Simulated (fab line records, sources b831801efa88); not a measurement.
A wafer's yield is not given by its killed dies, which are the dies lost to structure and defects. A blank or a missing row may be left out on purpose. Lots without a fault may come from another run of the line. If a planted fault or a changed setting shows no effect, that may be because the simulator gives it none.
Which tool is to blame? ; flow gf180mcu ; 18 wafers from 6 lots sampled at 3 of the route's 602 steps

WHAT THE GAUGES SHOWED, per wafer
GF_M3_RS_MEAS_05: measurement is done with a four-point probe.
lot;measured;on;M3_ALCU_RS (ohm/sq)
L769;day 20 11:02;film-metro-03;0.0705 0.0694 0.0695
L775;day 23 00:31;film-metro-04;0.0791 0.0686 0.0797
L778;day 24 03:06;film-metro-03;0.0693 0.0686 0.0685
L783;day 25 19:07;film-metro-04;0.0697 0.0704 0.0705
L789;day 27 09:34;film-metro-03;0.0692 0.0695 0.0697
L791;day 28 02:25;film-metro-01;0.0696 0.0692 0.0691

WHICH TOOL RAN EACH LOT (tool, then ch and the chambers of the sampled wafers, then the start)
lot;GF_V2_SPUTTER_22;GF_M3_SPUTTER_02
L769;pvd-sputter-02, day 20 10:11;pvd-sputter-03, day 20 10:57
L775;pvd-sputter-02, day 22 23:35;pvd-sputter-02, day 23 00:20
L778;pvd-sputter-02, day 24 02:15;pvd-sputter-04, day 24 03:01
L783;pvd-sputter-02, day 25 18:12;pvd-sputter-04, day 25 18:58
L789;pvd-sputter-01, day 27 08:41;pvd-sputter-04, day 27 09:26
L791;pvd-sputter-02, day 28 01:34;pvd-sputter-04, day 28 02:19
- GF_V2_SPUTTER_22: material TiN, target thk 10 nm, time 40 s.
- GF_M3_SPUTTER_02: material AlCu, target thk 450 nm, time 23.9 s.

THE ANSWER, worked out from the rows above alone
Rule: usual is defined by the lots themselves. The widest of any qualifying gaps counts: lots, ordered by their means at a reading, are off when they make up no more than a third of the lots, leave a main group of 4 or more, and stand apart from it by 3 or more times the standard deviation of that group's means. Not used: any main group whose means are identical at the precision the tables above print for the reading. A lot without any number at a reading at which 4 lots or more have one is off too. All remaining lots with rows at the step are treated as sound.
Off: at GF_M3_RS_MEAS_05 (M3_ALCU_RS), L775. Mean 0.0695 ohm/sq and standard deviation 0.00047 in the main group.
A tool fits if, at a process step before that reading, it ran every lot that is off, and no sound lot after the first of them. The gauges at GF_M3_RS_MEAS_05 are tried like those tools. One candidate fits, namely pvd-sputter-02 at GF_M3_SPUTTER_02. It ran no sound lot before its first lot that is off in this sample, so the start can't be narrowed down.

WHAT THE SIMULATOR PUT IN
Site profile drift: pvd-sputter-02, from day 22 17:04 on, at GF_M3_SPUTTER_02. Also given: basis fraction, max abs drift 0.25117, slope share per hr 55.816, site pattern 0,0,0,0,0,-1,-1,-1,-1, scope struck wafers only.
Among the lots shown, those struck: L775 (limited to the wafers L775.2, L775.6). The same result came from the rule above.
